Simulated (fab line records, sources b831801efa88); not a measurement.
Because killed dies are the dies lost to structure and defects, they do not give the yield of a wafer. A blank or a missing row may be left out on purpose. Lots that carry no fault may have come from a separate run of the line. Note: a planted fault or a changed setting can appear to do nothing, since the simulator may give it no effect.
Which tool did it? :: flow sky130 :: 72 wafers from 24 lots sampled at 5 of the route's 708 steps

== WHAT EACH GAUGE READ, for each wafer ==
SKY_FIELD_ISO_THK_MEAS_04.
lot: L074
measured: day 1 14:55
on: film metro-02
FIELD_ISO_CVD_03_THK (nm): 160.0 158.5 159.6

lot: L075
measured: day 1 19:16
on: film metro-02
FIELD_ISO_CVD_03_THK (nm): 160.5 159.9 160.4

lot: L076
measured: day 1 23:55
on: film metro-03
FIELD_ISO_CVD_03_THK (nm): 161.6 161.5 161.7

lot: L077
measured: day 2 04:29
on: film metro-01
FIELD_ISO_CVD_03_THK (nm): 161.2 161.2 160.5

lot: L078
measured: day 2 10:35
on: film metro-02
FIELD_ISO_CVD_03_THK (nm): 161.1 161.3 161.9

lot: L079
measured: day 2 14:52
on: film metro-01
FIELD_ISO_CVD_03_THK (nm): 159.7 160.6 159.8

lot: L080
measured: day 2 19:57
on: film metro-01
FIELD_ISO_CVD_03_THK (nm): 162.5 163.8 161.1

lot: L081
measured: day 3 00:29
on: film metro-01
FIELD_ISO_CVD_03_THK (nm): 158.3 160.1 159.6

lot: L082
measured: day 3 06:25
on: film metro-03
FIELD_ISO_CVD_03_THK (nm): 158.5 159.1 158.0

lot: L083
measured: day 3 10:32
on: film metro-01
FIELD_ISO_CVD_03_THK (nm): 161.0 162.4 161.4

lot: L084
measured: day 3 15:29
on: film metro-03
FIELD_ISO_CVD_03_THK (nm): 158.1 159.5 158.0

lot: L085
measured: day 3 23:25
on: film metro-01
FIELD_ISO_CVD_03_THK (nm): 159.7 158.2 160.5

lot: L086
measured: day 4 04:22
on: film metro-03
FIELD_ISO_CVD_03_THK (nm): 158.4 158.4 158.2

lot: L087
measured: day 4 08:43
on: film metro-02
FIELD_ISO_CVD_03_THK (nm): 162.8 162.2 162.5

lot: L088
measured: day 4 11:32
on: film metro-01
FIELD_ISO_CVD_03_THK (nm): 159.9 158.5 160.7

lot: L089
measured: day 4 16:29
on: film metro-01
FIELD_ISO_CVD_03_THK (nm): 158.5 158.4 159.1

lot: L090
measured: day 4 21:55
on: film metro-03
FIELD_ISO_CVD_03_THK (nm): 160.0 160.8 160.9

lot: L091
measured: day 5 03:08
on: film metro-02
FIELD_ISO_CVD_03_THK (nm): 160.3 160.8 160.3

lot: L092
measured: day 5 08:28
on: film metro-01
FIELD_ISO_CVD_03_THK (nm): 161.4 161.2 161.8

lot: L093
measured: day 5 13:41
on: film metro-01
FIELD_ISO_CVD_03_THK (nm): 162.3 161.1 161.3

lot: L094
measured: day 5 18:20
on: film metro-03
FIELD_ISO_CVD_03_THK (nm): 163.1 163.1 162.5

lot: L095
measured: day 6 01:41
on: film metro-01
FIELD_ISO_CVD_03_THK (nm): 162.4 161.8 162.3

lot: L096
measured: day 6 06:52
on: film metro-03
FIELD_ISO_CVD_03_THK (nm): 162.5 161.7 162.2

lot: L097
measured: day 6 09:51
on: film metro-02
FIELD_ISO_CVD_03_THK (nm): 161.2 162.4 161.7

SKY_POLY_GATE_CD_MEAS_13: the cd target is 150 nm.
lot: L074
measured: day 16 04:51
on: cd sem-02
cd nm (nm): 149.5 150.0 149.1

lot: L075
measured: day 16 19:18
on: cd sem-01
cd nm (nm): 151.4 151.8 151.5

lot: L076
measured: day 17 00:02
on: cd sem-02
cd nm (nm): 151.2 149.9 149.8

lot: L077
measured: day 17 10:10
on: cd sem-01
cd nm (nm): 148.5 148.8 147.8

lot: L078
measured: day 17 21:24
on: cd sem-01
cd nm (nm): 149.6 151.2 148.8

lot: L079
measured: day 18 05:35
on: cd sem-02
cd nm (nm): 151.7 151.0 152.2

lot: L080
measured: day 18 10:52
on: cd sem-02
cd nm (nm): 152.0 150.8 150.9

lot: L081
measured: day 18 13:09
on: cd sem-02
cd nm (nm): 150.3 149.6 149.2

lot: L082
measured: day 19 06:43
on: cd sem-02
cd nm (nm): 148.6 148.6 149.4

lot: L083
measured: day 19 12:16
on: cd sem-01
cd nm (nm): 149.1 149.4 148.4

lot: L084
measured: day 20 02:27
on: cd sem-01
cd nm (nm): 148.2 149.9 149.2

lot: L085
measured: day 20 14:54
on: cd sem-01
cd nm (nm): 148.9 149.0 149.4

lot: L086
measured: day 21 00:50
on: cd sem-02
cd nm (nm): 152.0 150.2 150.5

lot: L087
measured: day 23 00:36
on: cd sem-01
cd nm (nm): 149.5 149.1 150.5

lot: L088
measured: day 22 22:29
on: cd sem-01
cd nm (nm): 148.7 147.6 148.2

lot: L089
measured: day 23 00:57
on: cd sem-02
cd nm (nm): 149.5 149.1 149.5

lot: L090
measured: day 23 01:01
on: cd sem-01
cd nm (nm): 149.0 149.6 150.2

lot: L091
measured: day 23 04:03
on: cd sem-01
cd nm (nm): 149.8 150.7 149.7

lot: L092
measured: day 23 03:28
on: cd sem-01
cd nm (nm): 150.6 152.4 150.4

lot: L093
measured: day 23 08:57
on: cd sem-02
cd nm (nm): 148.9 149.2 149.5

lot: L094
measured: day 23 22:38
on: cd sem-02
cd nm (nm): 149.2 148.7 148.5

lot: L095
measured: day 25 05:00
on: cd sem-01
cd nm (nm): 149.9 148.6 149.4

lot: L096
measured: day 25 05:21
on: cd sem-01
cd nm (nm): 149.5 149.2 150.3

lot: L097
measured: day 25 05:26
on: cd sem-02
cd nm (nm): 148.8 150.4 149.4

SKY_METAL2_THK_MEAS_06: measures by xrf.
lot: L074
measured: day 33 18:58
on: film metro-02
METAL2_ALCU_THK (nm): 246.9 251.4 252.8

lot: L075
measured: day 35 00:32
on: film metro-02
METAL2_ALCU_THK (nm): 249.3 249.8 246.2

lot: L076
measured: day 35 01:19
on: film metro-02
METAL2_ALCU_THK (nm): 250.4 252.7 249.9

lot: L077
measured: day 34 23:44
on: film metro-04
METAL2_ALCU_THK (nm): 246.5 246.7 247.3

lot: L078
measured: day 35 11:44
on: film metro-04
METAL2_ALCU_THK (nm): 249.2 246.6 247.5

lot: L079
measured: day 35 13:44
on: film metro-02
METAL2_ALCU_THK (nm): 248.5 248.6 250.6

lot: L080
measured: day 35 21:54
on: film metro-04
METAL2_ALCU_THK (nm): 249.2 248.6 249.2

lot: L081
measured: day 35 23:58
on: film metro-04
METAL2_ALCU_THK (nm): 245.5 242.8 244.0

lot: L082
measured: day 36 14:23
on: film metro-01
METAL2_ALCU_THK (nm): 244.7 246.6 244.5

lot: L083
measured: day 36 19:13
on: film metro-04
METAL2_ALCU_THK (nm): 246.8 245.4 246.1

lot: L084
measured: day 37 09:17
on: film metro-04
METAL2_ALCU_THK (nm): 250.9 252.4 252.1

lot: L085
measured: day 37 19:02
on: film metro-01
METAL2_ALCU_THK (nm): 243.0 245.7 243.7

lot: L086
measured: day 37 23:39
on: film metro-01
METAL2_ALCU_THK (nm): 248.5 249.8 243.4

lot: L087
measured: day 39 18:10
on: film metro-02
METAL2_ALCU_THK (nm): 250.2 249.4 252.4

lot: L088
measured: day 39 16:02
on: film metro-01
METAL2_ALCU_THK (nm): 246.9 245.6 247.7

lot: L089
measured: day 39 21:22
on: film metro-02
METAL2_ALCU_THK (nm): 246.5 249.6 250.1

lot: L090
measured: day 39 19:48
on: film metro-04
METAL2_ALCU_THK (nm): 247.1 249.3 249.1

lot: L091
measured: day 39 21:58
on: film metro-02
METAL2_ALCU_THK (nm): 249.7 249.5 248.9

lot: L092
measured: day 39 21:04
on: film metro-01
METAL2_ALCU_THK (nm): 251.5 248.1 249.4

lot: L093
measured: day 39 23:41
on: film metro-02
METAL2_ALCU_THK (nm): 250.7 253.0 253.1

lot: L094
measured: day 40 10:22
on: film metro-01
METAL2_ALCU_THK (nm): 249.5 248.5 247.5

lot: L095
measured: day 41 14:03
on: film metro-04
METAL2_ALCU_THK (nm): 249.6 247.5 249.8

lot: L096
measured: day 41 12:17
on: film metro-02
METAL2_ALCU_THK (nm): 243.9 244.6 246.9

lot: L097
measured: day 41 16:03
on: film metro-01
METAL2_ALCU_THK (nm): 245.6 247.1 250.3

SKY_VIA3_THK_MEAS_01.
lot: L074
measured: day 38 08:32
on: film metro-04
VIA3_HDPCVD_THK (nm): 1641 1602 1628

lot: L075
measured: day 39 13:10
on: film metro-04
VIA3_HDPCVD_THK (nm): 1627 1637 1629

lot: L076
measured: day 39 14:58
on: film metro-04
VIA3_HDPCVD_THK (nm): 1627 1618 1638

lot: L077
measured: day 39 14:08
on: film metro-02
VIA3_HDPCVD_THK (nm): 1632 1617 1619

lot: L078
measured: day 40 00:41
on: film metro-04
VIA3_HDPCVD_THK (nm): 1628 1625 1606

lot: L079
measured: day 40 01:27
on: film metro-03
VIA3_HDPCVD_THK (nm): 1633 1613 1631

lot: L080
measured: day 40 09:16
on: film metro-02
VIA3_HDPCVD_THK (nm): 1621 1629 1651

lot: L081
measured: day 40 11:38
on: film metro-02
VIA3_HDPCVD_THK (nm): 1627 1604 1596

lot: L082
measured: day 41 01:32
on: film metro-04
VIA3_HDPCVD_THK (nm): 1627 1629 1620

lot: L083
measured: day 41 03:49
on: film metro-02
VIA3_HDPCVD_THK (nm): 1606 1612 1615

lot: L084
measured: day 41 17:57
on: film metro-03
VIA3_HDPCVD_THK (nm): 1667 1660 1662

lot: L085
measured: day 42 01:48
on: film metro-03
VIA3_HDPCVD_THK (nm): 1600 1594 1623

lot: L086
measured: day 42 05:05
on: film metro-02
VIA3_HDPCVD_THK (nm): 1630 1641 1633

lot: L087
measured: day 43 22:23
on: film metro-02
VIA3_HDPCVD_THK (nm): 1645 1637 1649

lot: L088
measured: day 43 20:06
on: film metro-04
VIA3_HDPCVD_THK (nm): 1649 1671 1651

lot: L089
measured: day 44 01:25
on: film metro-02
VIA3_HDPCVD_THK (nm): 1610 1610 1618

lot: L090
measured: day 43 23:28
on: film metro-02
VIA3_HDPCVD_THK (nm): 1600 1621 1596

lot: L091
measured: day 44 01:57
on: film metro-03
VIA3_HDPCVD_THK (nm): 1622 1622 1610

lot: L092
measured: day 44 00:20
on: film metro-03
VIA3_HDPCVD_THK (nm): 1630 1656 1631

lot: L093
measured: day 44 03:31
on: film metro-04
VIA3_HDPCVD_THK (nm): 1622 1640 1624

lot: L094
measured: day 44 10:08
on: film metro-03
VIA3_HDPCVD_THK (nm): 1641 1661 1634

lot: L095
measured: day 45 13:02
on: film metro-03
VIA3_HDPCVD_THK (nm): 1643 1624 1646

lot: L096
measured: day 45 10:38
on: film metro-04
VIA3_HDPCVD_THK (nm): 1615 1616 1621

lot: L097
measured: day 45 14:09
on: film metro-03
VIA3_HDPCVD_THK (nm): 1630 1606 1630

== TOOL THAT RAN EACH LOT (tool first, then ch and the chambers of the sampled wafers, then the start) ==
lot: L074
SKY_METAL2_SPUTTER_03: pvd sputter-03, day 33 18:46

lot: L075
SKY_METAL2_SPUTTER_03: pvd sputter-03, day 35 00:20

lot: L076
SKY_METAL2_SPUTTER_03: pvd sputter-02, day 35 01:08

lot: L077
SKY_METAL2_SPUTTER_03: pvd sputter-03, day 34 23:33

lot: L078
SKY_METAL2_SPUTTER_03: pvd sputter-03, day 35 11:32

lot: L079
SKY_METAL2_SPUTTER_03: pvd sputter-03, day 35 13:33

lot: L080
SKY_METAL2_SPUTTER_03: pvd sputter-02, day 35 21:42

lot: L081
SKY_METAL2_SPUTTER_03: pvd sputter-02, day 35 23:46

lot: L082
SKY_METAL2_SPUTTER_03: pvd sputter-03, day 36 14:11

lot: L083
SKY_METAL2_SPUTTER_03: pvd sputter-02, day 36 19:00

lot: L084
SKY_METAL2_SPUTTER_03: pvd sputter-01, day 37 09:06

lot: L085
SKY_METAL2_SPUTTER_03: pvd sputter-02, day 37 18:51

lot: L086
SKY_METAL2_SPUTTER_03: pvd sputter-02, day 37 23:28

lot: L087
SKY_METAL2_SPUTTER_03: pvd sputter-01, day 39 17:58

lot: L088
SKY_METAL2_SPUTTER_03: pvd sputter-01, day 39 15:51

lot: L089
SKY_METAL2_SPUTTER_03: pvd sputter-01, day 39 21:10

lot: L090
SKY_METAL2_SPUTTER_03: pvd sputter-01, day 39 19:35

lot: L091
SKY_METAL2_SPUTTER_03: pvd sputter-03, day 39 21:46

lot: L092
SKY_METAL2_SPUTTER_03: pvd sputter-01, day 39 20:50

lot: L093
SKY_METAL2_SPUTTER_03: pvd sputter-02, day 39 23:29

lot: L094
SKY_METAL2_SPUTTER_03: pvd sputter-02, day 40 10:11

lot: L095
SKY_METAL2_SPUTTER_03: pvd sputter-02, day 41 13:52

lot: L096
SKY_METAL2_SPUTTER_03: pvd sputter-03, day 41 12:06

lot: L097
SKY_METAL2_SPUTTER_03: pvd sputter-02, day 41 15:52
- SKY_METAL2_SPUTTER_03: material Ti, target thk 5 nm, time 3.3 s.

== AS READ BY THE TOOLS THEMSELVES (means over the sampled wafers that have a number; for cases with no such wafer, the mark the record gives instead) ==
SKY_METAL2_SPUTTER_03.
lot: L074
tool: pvd sputter-03
throttle valve pct (%): 30.6

lot: L075
tool: pvd sputter-03
throttle valve pct (%): 30.0

lot: L076
tool: pvd sputter-02
throttle valve pct (%): 31.1

lot: L077
tool: pvd sputter-03
throttle valve pct (%): 29.4

lot: L078
tool: pvd sputter-03
throttle valve pct (%): 29.4

lot: L079
tool: pvd sputter-03
throttle valve pct (%): 30.1

lot: L080
tool: pvd sputter-02
throttle valve pct (%): 30.9

lot: L081
tool: pvd sputter-02
throttle valve pct (%): 31.3

lot: L082
tool: pvd sputter-03
throttle valve pct (%): 29.4

lot: L083
tool: pvd sputter-02
throttle valve pct (%): 31.9

lot: L084
tool: pvd sputter-01
throttle valve pct (%): 31.2

lot: L085
tool: pvd sputter-02
throttle valve pct (%): 31.1

lot: L086
tool: pvd sputter-02
throttle valve pct (%): 31.0

lot: L087
tool: pvd sputter-01
throttle valve pct (%): 31.8

lot: L088
tool: pvd sputter-01
throttle valve pct (%): 31.1

lot: L089
tool: pvd sputter-01
throttle valve pct (%): 30.9

lot: L090
tool: pvd sputter-01
throttle valve pct (%): 31.2

lot: L091
tool: pvd sputter-03
throttle valve pct (%): 29.4

lot: L092
tool: pvd sputter-01
throttle valve pct (%): 30.7

lot: L093
tool: pvd sputter-02
throttle valve pct (%): 30.7

lot: L094
tool: pvd sputter-02
throttle valve pct (%): 31.1

lot: L095
tool: pvd sputter-02
throttle valve pct (%): 30.7

lot: L096
tool: pvd sputter-03
throttle valve pct (%): 29.2

lot: L097
tool: pvd sputter-02
throttle valve pct (%): 31.1

== THE ANSWER, worked out from the rows above alone ==
Rule: the lots themselves supply what counts as usual. The widest of any qualifying gaps counts: lots, ordered by their means at a reading, are off when they make up no more than a third of the lots, leave a main group of 4 or more, and stand apart from it by 3 or more times the standard deviation of that group's means. The tables above print the reading to a certain number of digits; a main group whose means all agree to those digits is not used. A lot without any number at a reading at which 4 lots or more have one is off too. All remaining lots with rows at the step are treated as sound. Order of review: gauges by route order, followed by the tools' own readings, for which a lot's mean as printed above is used. At the first step where some lot is off, the reading lying furthest off is the one used; lots without a number count as furthest.
Across all readings shown, no lot is off: no conclusion can be drawn from this.

== WHAT WAS PUT IN BY THE SIMULATOR ==
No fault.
